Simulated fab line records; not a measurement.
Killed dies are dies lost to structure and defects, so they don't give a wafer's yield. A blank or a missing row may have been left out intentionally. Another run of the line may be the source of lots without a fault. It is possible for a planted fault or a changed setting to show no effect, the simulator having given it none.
fab line records	flow sky130
record: lots: 6	wafers: 18	lastDay: 49
route steps=708 shown POLY_CUT@317 SD_P@320 RES_XHIGH@332 SD_N@342 PAD_OPEN@708
lots with no fault: from the same line, run without faults
startH: hours from the record's first day to the start of the lot's first wafer shown	waitH: hours since the lot's step before	" same as the row above	L1.1+2: one row covering several wafers at once	- no value present, or no start provided	* or withheld: withheld	< > ~ a bound
route shown NAME@n: NAME is a module with steps in the file, n the number in the route of the first one	usual: mean/standard deviation of fault-free wafers	same: alike in all rows	chamber/n: place in a boat	sites: readings site by site	_std_site: how widely they spread, as a standard deviation	_edge_site: the outer-site mean with the inner-site mean subtracted	radiusMm: how far each site lies from the wafer's centre	mask NAME#n: copy n	behind: tool/chamber where the wafer was last shaped	hold: what put the lot on hold/how long, in hours/how the hold closed	device: the transistor (n, p or np) that didn't switch	end of line: the same wafers' tests at the end of the route	a step without rows: its recipe alone	killed: count of dies lost to structure and defects at first sort (not the wafer's yield)	map: per-die view of a wafer (x killed, . not killed, _ where there is no die)
set.NAME: the setting that was run; set.NAME@STEP: the one run at that earlier step	model.NAME: the simulator's own value behind a step, which no gauge read
lots at selected steps of the route; one table per step, one row per wafer
services: a tool's chamber out of use, with start hour (startH, from the record's first day; less than 0 if before it), hours out, and reason
== steps ==
step: SKY_POLY_CUT_ETCH_10
recipe: chemistry: N2/H2	target: BARC	ionEnergyEv: 200	sourceW: 500	biasW: 100	pressureMtorr: 30	n2FlowSccm: 100	h2FlowSccm: 200	stopOn: SiO2	timeS: 45.9	targetDepthA: 600
usual: drypumpMotorCurrentA: 5.6/0.43	oesProductAu: 0.854/0.0047	throttleValvePct: 13.225/0.0087
lot.wafer	tool	chamber	startH	waitH	drypumpMotorCurrentA	oesProductAu	rfHoursCounterH	throttleValvePct
L320.1	rieDiel-02	2	574.98	0.0	5.7	0.851	1	13.234
L320.2	"	0	"	"	5.2	0.857	0	13.229
L320.6	"	3	"	"	5.9	0.857	-	13.225
L323.2	rieDiel-02	1	614.93	0.0	5.5	0.858	10	13.228
L323.4	"	3	"	"	5.9	0.848	14	13.236
L323.6	"	0	"	"	5.2	0.850	-	13.213
L326.3	rieDiel-02	2	636.31	0.0	5.7	0.850	2	13.215
L326.5	"	3	"	"	5.9	0.841	-	13.229
L326.6	"	0	"	"	5.2	0.850	-	13.221
L327.1	rieDiel-01	0	637.61	0.0	5.3	0.853	3	13.230
L327.2	"	2	"	"	6.2	0.844	25	13.236
L327.4	"	1	"	"	5.8	0.858	8	13.254
L334.1	rieDiel-04	2	699.78	0.0	5.5	0.846	8	13.226
L334.2	"	3	"	"	5.3	0.856	14	13.216
L334.5	"	2	"	"	5.5	0.857	-	13.242
L337.1	rieDiel-02	0	714.13	0.0	5.2	0.855	3	13.211
L337.3	"	2	"	"	5.7	0.856	4	13.231
L337.5	"	3	"	"	5.9	0.857	-	13.231
step: SKY_POLY_CUT_ETCH_11
recipe: target: Si3N4	chemistry: CF4/CH2F2/Ar	stopOn: poly-Si	sourceW: 600	biasW: 150	pressureMtorr: 40	cf4FlowSccm: 40	ch2f2FlowSccm: 20	Ar_flow_sccm: 150	timeS: 42.5	targetDepthA: 600
step: SKY_POLY_CUT_STRIP_12
recipe: chemistry: O2/N2	powerW: 1400	pressureMtorr: 1500	platenTempC: withheld	o2FlowSccm: 3000	n2FlowSccm: 300	overashFraction: 0.5
usual: drypumpMotorCurrentA: 5.6/0.47	oesProductAu: 0.452/0.0047	stripTimeToEndpointS: 5.365/0.016
lot.wafer	tool	chamber	startH	waitH	drypumpMotorCurrentA	oesProductAu	rfHoursCounterH	stripTimeToEndpointS
L320.1	plasmaAsher-04	1	575.06	0.0	5.8	0.453	44	5.321
L320.2	"	0	"	"	5.7	0.452	44	5.344
L320.6	"	1	"	"	5.8	0.449	-	5.355
L323.2	plasmaAsher-04	1	615.01	0.0	5.8	0.456	48	5.377
L323.4	"	0	"	"	5.6	0.456	-	5.373
L323.6	"	1	"	"	5.8	0.451	-	5.358
L326.3	plasmaAsher-03	1	636.43	0.1	5.4	0.444	-	5.355
L326.5	"	0	"	"	6.4	0.452	-	5.339
L326.6	"	1	"	"	5.4	0.453	-	5.357
L327.1	plasmaAsher-02	1	637.70	0.0	5.6	0.454	82	5.370
L327.2	"	0	"	"	4.9	0.454	82	5.366
L327.4	"	0	"	"	4.9	0.452	-	5.367
L334.1	plasmaAsher-03	0	699.86	0.0	6.4	0.448	101	5.381
L334.2	"	1	"	"	5.4	0.448	101	5.399
L334.5	"	0	"	"	6.4	0.448	-	5.387
L337.1	plasmaAsher-02	0	714.21	0.0	4.9	0.463	90	5.349
L337.3	"	1	"	"	5.6	0.450	-	5.355
L337.5	"	0	"	"	4.9	0.456	-	5.381
step: SKY_SD_P_DEHYDRATE_00
recipe: tempC: 200	timeS: 60
step: SKY_SD_P_HMDS_01
recipe: primeTimeS: 60	primeTempC: 120
step: SKY_SD_P_COAT_02
recipe: resist: NOVOLAK	spinRpm: 3000	resistThkNm: 1140
step: SKY_SD_P_SOFTBAKE_03
recipe: tempC: 90	timeS: 60	resist: NOVOLAK
step: SKY_SD_P_EXPOSE_04
recipe: maskId: PSDM	na: 0.6	sourceShape: conventional	sigmaOuter: 0.6	polarization: unpolarized	targetCdNm: 380	doseMj: 138
step: SKY_SD_P_PEB_05
recipe: tempC: withheld	timeS: *	resist: NOVOLAK
step: SKY_SD_P_DEVELOP_06
recipe: resist: NOVOLAK	developer: TMAH	developTimeS: 60	devTempC: 23
step: SKY_SD_P_CD_MEAS_07
recipe: targetCdNm: 380
usual: cdNm: 380.2/2.9
lot.wafer	tool	chamber	startH	waitH	cdNm
L320.1	cdSem-01	-	604.47	0.1	378.4
L320.2	"	-	"	"	378.2
L320.6	"	-	"	"	377.0
L323.2	cdSem-02	-	644.07	0.1	379.9
L323.4	"	-	"	"	378.9
L323.6	"	-	"	"	378.6
L326.3	cdSem-01	-	664.16	0.1	382.2
L326.5	"	-	"	"	382.2
L326.6	"	-	"	"	381.6
L327.1	cdSem-02	-	665.80	0.1	378.0
L327.2	"	-	"	"	375.2
L327.4	"	-	"	"	378.5
L334.1	cdSem-02	-	729.86	0.1	382.2
L334.2	"	-	"	"	380.4
L334.5	"	-	"	"	380.0
L337.1	cdSem-02	-	741.50	0.1	377.3
L337.3	"	-	"	"	380.2
L337.5	"	-	"	"	378.7
step: SKY_SD_P_OVL_MEAS_08
usual: SD_P_OVL: -0.5/1.6
lot.wafer	tool	chamber	startH	waitH	SD_P_OVL[nm]
L320.1	overlay-02	-	604.59	0.1	-1.8
L320.2	"	-	"	"	-1.1
L320.6	"	-	"	"	-1.3
L323.2	overlay-01	-	644.18	0.1	-2.8
L323.4	"	-	"	"	-2.4
L323.6	"	-	"	"	-4.1
L326.3	overlay-02	-	664.25	0.1	-1.7
L326.5	"	-	"	"	0.1
L326.6	"	-	"	"	-1.9
L327.1	overlay-02	-	665.92	0.1	-1.2
L327.2	"	-	"	"	-0.1
L327.4	"	-	"	"	0.0
L334.1	overlay-01	-	729.98	0.1	-1.3
L334.2	"	-	"	"	-2.2
L334.5	"	-	"	"	-0.8
L337.1	overlay-01	-	741.62	0.1	-0.7
L337.3	"	-	"	"	0.4
L337.5	"	-	"	"	-0.5
step: SKY_SD_P_IMPLANT_09
recipe: species: BF2	energyKev: 20	doseCm2: 3e+15	tiltDeg: 0
usual: endStationPressureTorr: 1.41e-05/1.2e-06
lot.wafer	tool	chamber	startH	waitH	endStationPressureTorr
L320.1	implanter-01	0	604.63	0.0	1.31e-05
L320.2	"	0	"	"	1.31e-05
L320.6	"	0	"	"	1.35e-05
L323.2	implanter-01	0	644.32	0.1	1.29e-05
L323.4	"	0	"	"	1.32e-05
L323.6	"	0	"	"	1.34e-05
L326.3	implanter-02	0	664.33	0.1	1.53e-05
L326.5	"	0	"	"	1.39e-05
L326.6	"	0	"	"	1.43e-05
L327.1	implanter-01	0	665.96	0.0	1.34e-05
L327.2	"	0	"	"	1.28e-05
L327.4	"	0	"	"	1.27e-05
L334.1	implanter-01	0	730.01	0.0	1.31e-05
L334.2	"	0	"	"	1.33e-05
L334.5	"	0	"	"	1.23e-05
L337.1	implanter-01	0	741.66	0.0	1.35e-05
L337.3	"	0	"	"	1.24e-05
L337.5	"	0	"	"	1.27e-05
step: SKY_SD_P_STRIP_10
recipe: chemistry: O2/N2	powerW: 1400	pressureMtorr: 1500	platenTempC: withheld	o2FlowSccm: 3000	n2FlowSccm: 300	overashFraction: 0.5
usual: drypumpMotorCurrentA: 5.44/0.3	oesProductAu: 0.617/0.0045	stripTimeToEndpointS: 17.49/0.042
lot.wafer	tool	chamber	startH	waitH	drypumpMotorCurrentA	oesProductAu	rfHoursCounterH	stripTimeToEndpointS
L320.1	plasmaAsher-01	1	604.78	0.1	5.50	0.620	18	17.50
L320.2	"	0	"	"	5.18	0.620	18	17.49
L320.6	"	1	"	"	5.46	0.619	-	17.48
L323.2	plasmaAsher-01	1	644.44	0.1	5.46	0.616	22	17.53
L323.4	"	1	"	"	5.46	0.621	-	17.51
L323.6	"	1	"	"	5.44	0.624	-	17.51
L326.3	plasmaAsher-04	1	664.46	0.1	5.83	0.623	-	17.50
L326.5	"	0	"	"	5.65	0.610	-	17.50
L326.6	"	1	"	"	5.82	0.620	-	17.54
L327.1	plasmaAsher-04	0	666.11	0.1	5.61	0.610	53	17.47
L327.2	"	1	"	"	5.87	0.615	53	17.51
L327.4	"	1	"	"	5.86	0.619	-	17.45
L334.1	plasmaAsher-02	0	730.16	0.1	4.92	0.623	91	17.43
L334.2	"	1	"	"	5.60	0.619	91	17.46
L334.5	"	1	"	"	5.59	0.621	-	17.44
L337.1	plasmaAsher-04	0	741.81	0.1	5.64	0.610	60	17.43
L337.3	"	0	"	"	5.64	0.623	-	17.40
L337.5	"	1	"	"	5.84	0.616	-	17.46
step: SKY_SD_P_TW_MEAS_11
usual: SD_P_TW: 2840/16
lot.wafer	tool	chamber	startH	waitH	SD_P_TW
L320.1	filmMetro-02	-	604.88	0.1	2870
L320.2	"	-	"	"	2858
L320.6	"	-	"	"	2844
L323.2	filmMetro-02	-	644.55	0.1	2849
L323.4	"	-	"	"	2867
L323.6	"	-	"	"	2857
L326.3	filmMetro-01	-	664.55	0.1	2828
L326.5	"	-	"	"	2822
L326.6	"	-	"	"	2817
L327.1	filmMetro-02	-	666.21	0.1	2860
L327.2	"	-	"	"	2857
L327.4	"	-	"	"	2847
L334.1	filmMetro-01	-	730.26	0.1	2821
L334.2	"	-	"	"	2818
L334.5	"	-	"	"	2814
L337.1	filmMetro-01	-	741.91	0.1	2803
L337.3	"	-	"	"	2819
L337.5	"	-	"	"	2823
step: SKY_RES_XHIGH_DEHYDRATE_00
recipe: tempC: 200	timeS: 60
step: SKY_RES_XHIGH_HMDS_01
recipe: primeTimeS: 60	primeTempC: 120
step: SKY_RES_XHIGH_COAT_02
recipe: resist: NOVOLAK	spinRpm: 3000	resistThkNm: 1140
step: SKY_RES_XHIGH_SOFTBAKE_03
recipe: tempC: 90	timeS: 60	resist: NOVOLAK
step: SKY_RES_XHIGH_EXPOSE_04
recipe: maskId: URPM	na: 0.6	sourceShape: conventional	sigmaOuter: 0.6	polarization: unpolarized	targetCdNm: 1270	doseMj: 140
step: SKY_RES_XHIGH_PEB_05
recipe: tempC: withheld	timeS: *	resist: NOVOLAK
step: SKY_RES_XHIGH_DEVELOP_06
recipe: resist: NOVOLAK	developer: TMAH	developTimeS: 60	devTempC: 23
step: SKY_RES_XHIGH_IMPLANT_07
recipe: species: BF2	energyKev: 20	doseCm2: 3.6e+14	tiltDeg: 0
step: SKY_RES_XHIGH_STRIP_08
recipe: chemistry: O2/N2	powerW: 1400	pressureMtorr: 1500	platenTempC: withheld	o2FlowSccm: 3000	n2FlowSccm: 300	overashFraction: 0.5
usual: drypumpMotorCurrentA: 5.5/0.47	oesProductAu: 0.711/0.0042	stripTimeToEndpointS: 14.24/0.056
lot.wafer	tool	chamber	startH	waitH	drypumpMotorCurrentA	oesProductAu	rfHoursCounterH	stripTimeToEndpointS
L320.1	plasmaAsher-02	0	633.15	0.1	4.9	0.714	82	14.23
L320.2	"	1	"	"	5.6	0.713	82	14.23
L320.6	"	0	"	"	4.9	0.710	-	14.27
L323.2	plasmaAsher-03	0	672.45	0.1	6.5	0.710	99	14.26
L323.4	"	0	"	"	6.5	0.714	-	14.26
L323.6	"	0	"	"	6.5	0.708	-	14.24
L326.3	plasmaAsher-01	0	692.09	0.1	5.2	0.715	-	14.32
L326.5	"	1	"	"	5.5	0.711	-	14.31
L326.6	"	0	"	"	5.2	0.707	-	14.29
L327.1	plasmaAsher-02	1	693.75	0.1	5.6	0.710	87	14.31
L327.2	"	0	"	"	4.9	0.710	87	14.29
L327.4	"	0	"	"	4.9	0.713	-	14.26
L334.1	plasmaAsher-03	0	757.36	0.1	6.4	0.714	1	14.19
L334.2	"	1	"	"	5.4	0.713	1	14.18
L334.5	"	0	"	"	6.4	0.709	-	14.21
L337.1	plasmaAsher-01	1	768.76	0.1	5.4	0.707	35	14.15
L337.3	"	1	"	"	5.4	0.701	-	14.17
L337.5	"	1	"	"	5.4	0.704	-	14.17
step: SKY_RES_XHIGH_TW_MEAS_09
usual: RES_XHIGH_TW: 1644/8.3
lot.wafer	tool	chamber	startH	waitH	RES_XHIGH_TW
L320.1	filmMetro-01	-	633.25	0.1	1648
L320.2	"	-	"	"	1650
L320.6	"	-	"	"	1640
L323.2	filmMetro-02	-	672.56	0.1	1643
L323.4	"	-	"	"	1648
L323.6	"	-	"	"	1654
L326.3	filmMetro-02	-	692.17	0.1	1656
L326.5	"	-	"	"	1659
L326.6	"	-	"	"	1656
L327.1	filmMetro-01	-	693.85	0.1	1640
L327.2	"	-	"	"	1644
L327.4	"	-	"	"	1650
L334.1	filmMetro-01	-	757.46	0.1	1636
L334.2	"	-	"	"	1639
L334.5	"	-	"	"	1638
L337.1	filmMetro-02	-	768.86	0.1	1648
L337.3	"	-	"	"	1640
L337.5	"	-	"	"	1649
step: SKY_SD_N_DEHYDRATE_00
recipe: tempC: 200	timeS: 60
step: SKY_SD_N_HMDS_01
recipe: primeTimeS: 60	primeTempC: 120
step: SKY_SD_N_COAT_02
recipe: resist: NOVOLAK	spinRpm: 3000	resistThkNm: 1140
step: SKY_SD_N_SOFTBAKE_03
recipe: tempC: 90	timeS: 60	resist: NOVOLAK
step: SKY_SD_N_EXPOSE_04
recipe: maskId: NSDM	na: 0.6	sourceShape: conventional	sigmaOuter: 0.6	polarization: unpolarized	targetCdNm: 380	doseMj: 141
step: SKY_SD_N_PEB_05
recipe: tempC: withheld	timeS: *	resist: NOVOLAK
step: SKY_SD_N_DEVELOP_06
recipe: resist: NOVOLAK	developer: TMAH	developTimeS: 60	devTempC: 23
step: SKY_SD_N_CD_MEAS_07
recipe: targetCdNm: 380
usual: cdNm: 380/3.4
lot.wafer	tool	chamber	startH	waitH	cdNm
L320.1	cdSem-01	-	661.72	0.1	377
L320.2	"	-	"	"	377
L320.6	"	-	"	"	377
L323.2	cdSem-01	-	699.78	0.1	378
L323.4	"	-	"	"	378
L323.6	"	-	"	"	377
L326.3	cdSem-02	-	719.90	0.1	382
L326.5	"	-	"	"	382
L326.6	"	-	"	"	383
L327.1	cdSem-01	-	721.35	0.1	377
L327.2	"	-	"	"	376
L327.4	"	-	"	"	375
L334.1	cdSem-02	-	784.02	0.1	389
L334.2	"	-	"	"	388
L334.5	"	-	"	"	388
L337.1	cdSem-01	-	794.75	0.1	378
L337.3	"	-	"	"	379
L337.5	"	-	"	"	377
step: SKY_SD_N_OVL_MEAS_08
usual: SD_N_OVL: -0.9/1.4
lot.wafer	tool	chamber	startH	waitH	SD_N_OVL[nm]
L320.1	overlay-02	-	661.84	0.1	-3.1
L320.2	"	-	"	"	-1.7
L320.6	"	-	"	"	-2.8
L323.2	overlay-02	-	699.88	0.1	-1.0
L323.4	"	-	"	"	-0.6
L323.6	"	-	"	"	-0.6
L326.3	overlay-02	-	719.99	0.1	-1.4
L326.5	"	-	"	"	0.8
L326.6	"	-	"	"	-0.9
L327.1	overlay-01	-	721.47	0.1	1.1
L327.2	"	-	"	"	0.9
L327.4	"	-	"	"	1.2
L334.1	overlay-02	-	784.14	0.1	0.1
L334.2	"	-	"	"	-0.2
L334.5	"	-	"	"	0.2
L337.1	overlay-01	-	794.87	0.1	-1.6
L337.3	"	-	"	"	-1.3
L337.5	"	-	"	"	-2.3
step: SKY_SD_N_IMPLANT_09
recipe: species: As	energyKev: 50	doseCm2: 4e+15	tiltDeg: 0
step: SKY_SD_N_IMPLANT_10
recipe: species: P	energyKev: 20	doseCm2: 1e+14	tiltDeg: 0
step: SKY_SD_N_STRIP_11
recipe: chemistry: O2/N2	powerW: 1400	pressureMtorr: 1500	platenTempC: withheld	o2FlowSccm: 3000	n2FlowSccm: 300	overashFraction: 0.5
usual: drypumpMotorCurrentA: 5.56/0.3	oesProductAu: 0.527/0.0047	stripTimeToEndpointS: 22.52/0.037
lot.wafer	tool	chamber	startH	waitH	drypumpMotorCurrentA	oesProductAu	rfHoursCounterH	stripTimeToEndpointS
L320.1	plasmaAsher-01	1	662.18	0.1	5.46	0.533	24	22.56
L320.2	"	0	"	"	5.18	0.520	24	22.56
L320.6	"	0	"	"	5.19	0.525	-	22.60
L323.2	plasmaAsher-04	0	700.21	0.1	5.64	0.528	56	22.54
L323.4	"	1	"	"	5.86	0.528	-	22.55
L323.6	"	1	"	"	5.82	0.528	-	22.57
L326.3	plasmaAsher-01	1	720.35	0.1	5.48	0.537	-	22.57
L326.5	"	1	"	"	5.45	0.535	-	22.53
L326.6	"	0	"	"	5.19	0.532	-	22.56
L327.1	plasmaAsher-01	1	721.81	0.1	5.45	0.532	30	22.40
L327.2	"	0	"	"	5.18	0.533	30	22.49
L327.4	"	1	"	"	5.44	0.529	-	22.51
L334.1	plasmaAsher-03	1	784.54	0.1	5.38	0.524	4	22.48
L334.2	"	0	"	"	6.45	0.531	4	22.52
L334.5	"	0	"	"	6.42	0.528	-	22.51
L337.1	plasmaAsher-01	1	795.21	0.1	5.43	0.527	37	22.52
L337.3	"	0	"	"	5.21	0.531	-	22.57
L337.5	"	1	"	"	5.41	0.531	-	22.56
step: SKY_SD_N_TW_MEAS_12
usual: SD_N_TW: 3989/20
lot.wafer	tool	chamber	startH	waitH	SD_N_TW
L320.1	filmMetro-01	-	662.28	0.1	4018
L320.2	"	-	"	"	3999
L320.6	"	-	"	"	4050
L323.2	filmMetro-01	-	700.32	0.1	3958
L323.4	"	-	"	"	3948
L323.6	"	-	"	"	3968
L326.3	filmMetro-02	-	720.43	0.1	3975
L326.5	"	-	"	"	3987
L326.6	"	-	"	"	3973
L327.1	filmMetro-01	-	721.91	0.1	3972
L327.2	"	-	"	"	3985
L327.4	"	-	"	"	3972
L334.1	filmMetro-01	-	784.64	0.1	3961
L334.2	"	-	"	"	3981
L334.5	"	-	"	"	3981
L337.1	filmMetro-01	-	795.31	0.1	3970
L337.3	"	-	"	"	3978
L337.5	"	-	"	"	3969
step: SKY_SD_N_CLEAN_13
recipe: chemistry: SC1/SC2	mix: 1:4:20	tempC: 70	timeS: 150	dry: n2Spin
step: SKY_SD_N_RTA_14
recipe: tempC: 1075	timeS: 2	idleTempC: 650	rampUpCPerS: 150	rampDownCPerS: 90	ambient: N2
step: SKY_SD_N_RS_MEAS_16
recipe: thkMeasGauge: four-point-probe
usual: SD_N_RS: 68.64/0.11
lot.wafer	tool	chamber	startH	waitH	SD_N_RS[ohm/sq]
L320.1	filmMetro-02	-	662.57	0.1	68.52
L320.2	"	-	"	"	68.48
L320.6	"	-	"	"	68.63
L323.2	filmMetro-02	-	700.62	0.1	68.71
L323.4	"	-	"	"	68.65
L323.6	"	-	"	"	68.78
L326.3	filmMetro-01	-	720.80	0.1	68.51
L326.5	"	-	"	"	68.66
L326.6	"	-	"	"	68.54
L327.1	filmMetro-01	-	722.19	0.1	68.69
L327.2	"	-	"	"	68.69
L327.4	"	-	"	"	68.59
L334.1	filmMetro-02	-	784.92	0.1	68.47
L334.2	"	-	"	"	68.60
L334.5	"	-	"	"	68.75
L337.1	filmMetro-02	-	795.59	0.1	68.63
L337.3	"	-	"	"	68.62
L337.5	"	-	"	"	68.57
step: SKY_PAD_OPEN_PROBE_99
usual: killed_at_M0_to_M3: 42/7.1	killed_at_M4_up: 3.3/1.9	killedAtContacts: 24/5	killedAtFrontEnd: 15/4.7	killedAtOther: 0.3/0.61	killedDies: 86/9.6	killedOpen: 47/7.5	killedShort: 38/6.6
same: grossDies: 492	killedAtBackSide: 0
lot.wafer	tool	chamber	startH	waitH	killed_at_M0_to_M3	killed_at_M4_up	killedAtContacts	killedAtFrontEnd	killedAtOther	killedDies	killedOpen	killedShort	model.etest.resHighPo.rsOhmSqRange	model.etest.resPdiff.rsOhmSqRange
L320.1	prober-02	-	1087.35	0.1	40	3	27	9	0	79	47	32	3.255	5.535
L320.2	prober-02	-	1087.40	0.1	38	2	18	10	0	68	29	39	5.621	5.707
L320.6	prober-02	-	1087.60	0.2	46	3	34	16	0	99	56	43	4.12	6.178
L323.2	prober-01	-	1115.09	0.1	50	4	16	8	0	78	50	28	9.781	5.26
L323.4	prober-01	-	1115.19	0.2	61	2	19	13	1	96	56	40	9.541	3.797
L323.6	prober-01	-	1115.29	0.2	41	3	33	10	0	87	46	41	8.37	4.198
L326.3	prober-02	-	1127.56	0.2	47	6	23	19	0	95	50	45	11.34	6.987
L326.5	prober-02	-	1127.66	0.2	42	4	32	13	0	91	50	41	9.572	7.968
L326.6	prober-02	-	1127.71	0.2	55	5	20	14	0	94	48	46	12.45	8.552
L327.1	prober-01	-	1133.12	0.1	49	1	34	14	0	98	52	46	13.25	10.66
L327.2	prober-01	-	1133.17	0.1	39	2	32	32	0	105	51	54	10.81	8.524
L327.4	prober-01	-	1133.27	0.2	48	3	28	16	0	95	48	47	15.62	9.394
L334.1	prober-01	-	1174.27	0.1	35	5	18	14	0	72	30	41	58.8	19.53
L334.2	prober-01	-	1174.32	0.1	44	3	21	24	0	92	49	42	60.96	19.18
L334.5	prober-01	-	1174.47	0.2	26	2	26	17	0	71	38	33	60.44	19.88
L337.1	prober-01	-	1181.24	0.1	42	2	29	14	1	88	50	35	52.59	17.19
L337.3	prober-01	-	1181.34	0.2	46	3	16	17	1	83	39	40	53.53	17.91
L337.5	prober-01	-	1181.44	0.2	31	2	25	14	1	73	38	33	59.61	21.24
killed by level:class
L320.1 LI_CONTACT:geometricParticle:open=11 VIA2:geometricParticle:open=9 CONTACT:geometricParticle:open=8 METAL2:geometricParticle:short=7 CONTACT:geometricParticle:short=6 VIA1:geometricParticle:open=5 METAL1:geometricParticle:short=4 VIA2:geometricParticle:short=4
L320.2 METAL2:geometricParticle:short=7 CONTACT:geometricParticle:open=7 VIA1:geometricParticle:open=6 VIA1:geometricParticle:short=6 LI_CONTACT:geometricParticle:open=5 FIELD_ISO:geometricParticle:open=4 METAL1:geometricParticle:short=4 VIA3:geometricParticle:short=4
L320.6 CONTACT:geometricParticle:open=16 VIA1:geometricParticle:open=12 METAL2:geometricParticle:short=11 FIELD_ISO:geometricParticle:open=6 LI_CONTACT:geometricParticle:open=5 LOCAL_INTERCONNECT:geometricParticle:short=5 VIA2:geometricParticle:short=5 METAL1:geometricParticle:short=4
L323.2 VIA2:geometricParticle:open=10 VIA1:geometricParticle:open=10 CONTACT:geometricParticle:open=8 VIA3:geometricParticle:open=8 VIA2:geometricParticle:short=5 METAL1:geometricParticle:short=4 METAL3:geometricParticle:short=4 LI_CONTACT:geometricParticle:open=3
L323.4 VIA1:geometricParticle:open=15 VIA2:geometricParticle:open=10 CONTACT:geometricParticle:open=9 VIA3:geometricParticle:open=9 METAL2:geometricParticle:short=6 METAL1:geometricParticle:short=5 VIA1:geometricParticle:short=5 LOCAL_INTERCONNECT:geometricParticle:short=4
L323.6 CONTACT:geometricParticle:open=14 VIA1:geometricParticle:open=9 VIA2:geometricParticle:open=7 METAL3:geometricParticle:short=7 LI_CONTACT:geometricParticle:open=6 CONTACT:geometricParticle:short=6 LOCAL_INTERCONNECT:geometricParticle:short=4 METAL1:geometricParticle:open=4
L326.3 VIA1:geometricParticle:open=9 CONTACT:geometricParticle:open=8 FIELD_ISO:geometricParticle:open=7 METAL1:geometricParticle:short=7 VIA2:geometricParticle:short=6 VIA3:geometricParticle:open=5 CONTACT:geometricParticle:short=5 VIA1:geometricParticle:short=5
L326.5 CONTACT:geometricParticle:open=11 VIA1:geometricParticle:open=11 LI_CONTACT:geometricParticle:open=9 METAL1:geometricParticle:short=6 VIA3:geometricParticle:open=5 LI_CONTACT:geometricParticle:short=5 FIELD_ISO:geometricParticle:short=4 POLY_GATE:geometricParticle:short=4
L326.6 VIA1:geometricParticle:open=14 METAL1:geometricParticle:short=12 CONTACT:geometricParticle:open=9 POLY_GATE:geometricParticle:open=6 LOCAL_INTERCONNECT:geometricParticle:short=6 VIA3:geometricParticle:open=6 VIA1:geometricParticle:short=5 POLY_GATE:geometricParticle:short=4
L327.1 CONTACT:geometricParticle:open=12 LI_CONTACT:geometricParticle:open=9 CONTACT:geometricParticle:short=8 VIA2:geometricParticle:open=8 VIA1:geometricParticle:short=7 VIA2:geometricParticle:short=7 METAL2:geometricParticle:short=6 VIA3:geometricParticle:open=6
L327.2 FIELD_ISO:geometricParticle:short=10 CONTACT:geometricParticle:open=10 LI_CONTACT:geometricParticle:open=8 CONTACT:geometricParticle:short=8 POLY_GATE:geometricParticle:open=7 VIA1:geometricParticle:open=7 VIA2:geometricParticle:short=6 POLY_GATE:geometricParticle:short=6
L327.4 METAL2:geometricParticle:short=12 CONTACT:geometricParticle:open=9 LI_CONTACT:geometricParticle:open=8 VIA1:geometricParticle:open=7 VIA2:geometricParticle:open=6 VIA3:geometricParticle:open=6 CONTACT:geometricParticle:short=5 VIA2:geometricParticle:short=5
L334.1 FIELD_ISO:geometricParticle:short=7 VIA1:geometricParticle:open=7 CONTACT:geometricParticle:open=7 LOCAL_INTERCONNECT:geometricParticle:short=5 VIA2:geometricParticle:open=5 VIA1:geometricParticle:short=4 METAL2:geometricParticle:short=4 METAL1:geometricParticle:short=3
L334.2 CONTACT:geometricParticle:open=9 VIA2:geometricParticle:open=8 FIELD_ISO:geometricParticle:open=7 FIELD_ISO:geometricParticle:short=7 VIA2:geometricParticle:short=7 VIA1:geometricParticle:open=7 METAL1:geometricParticle:short=6 LI_CONTACT:geometricParticle:open=5
L334.5 CONTACT:geometricParticle:open=10 LOCAL_INTERCONNECT:geometricParticle:short=6 LI_CONTACT:geometricParticle:open=5 METAL1:geometricParticle:short=5 FIELD_ISO:geometricParticle:short=4 FIELD_ISO:geometricParticle:open=4 VIA2:geometricParticle:open=4 POLY_GATE:geometricParticle:open=3
L337.1 CONTACT:geometricParticle:open=16 VIA1:geometricParticle:open=12 VIA2:geometricParticle:open=8 VIA1:geometricParticle:short=7 METAL1:geometricParticle:short=6 FIELD_ISO:geometricParticle:short=5 LI_CONTACT:geometricParticle:open=4 VIA3:geometricParticle:open=4
L337.3 METAL1:geometricParticle:short=11 VIA1:geometricParticle:open=11 LI_CONTACT:geometricParticle:open=7 VIA2:geometricParticle:open=6 VIA1:geometricParticle:short=5 FIELD_ISO:geometricParticle:short=4 METAL3:geometricParticle:short=4 FIELD_ISO:geometricParticle:open=3
L337.5 CONTACT:geometricParticle:open=10 LI_CONTACT:geometricParticle:open=8 VIA1:geometricParticle:short=6 VIA2:geometricParticle:open=6 FIELD_ISO:geometricParticle:short=5 VIA1:geometricParticle:open=5 CONTACT:geometricParticle:short=4 METAL1:geometricParticle:short=4
== services ==
tool	chamber	startH	hours	kind
plasmaAsher-03	-	551.00	0.6	repair
plasmaAsher-03	-	551.45	0.4	repair
plasmaAsher-04	-	551.89	15.6	pm
plasmaAsher-03	-	572.03	2.1	repair
rieDiel-01	0	580.98	8.6	repair
plasmaAsher-02	-	584.81	2.1	repair
plasmaAsher-04	-	591.40	2.3	repair
plasmaAsher-02	-	604.34	2.8	pm
rieDiel-01	1	612.01	3.2	repair
rieDiel-01	2	612.99	7.9	repair
rieDiel-02	0	627.39	3.4	repair
implanter-02	-	633.63	0.7	repair
implanter-02	-	639.73	3.6	repair
plasmaAsher-02	-	641.60	1.3	repair
rieDiel-02	-	694.55	2.8	pm
rieDiel-02	1	697.55	4.6	repair
rieDiel-02	-	700.69	0.7	repair
plasmaAsher-04	-	703.16	6.9	pm
rieDiel-02	1	704.31	14.4	repair
implanter-01	-	708.09	8.0	repair
plasmaAsher-03	-	733.75	9.0	pm
rieDiel-02	1	735.44	4.7	repair
implanter-01	-	767.88	5.0	pm
implanter-01	-	783.99	4.8	pm
== key ==
firstSign: step: SKY_SD_P_TW_MEAS_11	reading: SD_P_TW	direction: down	sigmas: 1.4	usual: 2840	struck: 2816
effect none on later readings
modelEffect: step: SKY_PAD_OPEN_PROBE_99	value: etest.resHighPo.rsOhmSqRange	without: 7.26	struck: 57.66
metAt SKY_SD_P_IMPLANT_09
struckWafers L334.1,L334.2,L334.5,L337.1,L337.3,L337.5
testerLeftOut L334,L337
onsetBetween 665.96 730.01
alsoFits time
fault: kind: processParameterDrift	tool: implanter-01	chamber: -	onsetH: 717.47	steps: SKY_SD_P_IMPLANT_09	channel: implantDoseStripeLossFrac	offset: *	shape: step	endH: 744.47
testerLeftOut: of these lots the tester's yield and bins aren't shown, on N5 and GAA mostly nor the transistor test; their killed dies are dies lost to structure and defects alone, not to doping, threshold or leakage, so they don't give the yield
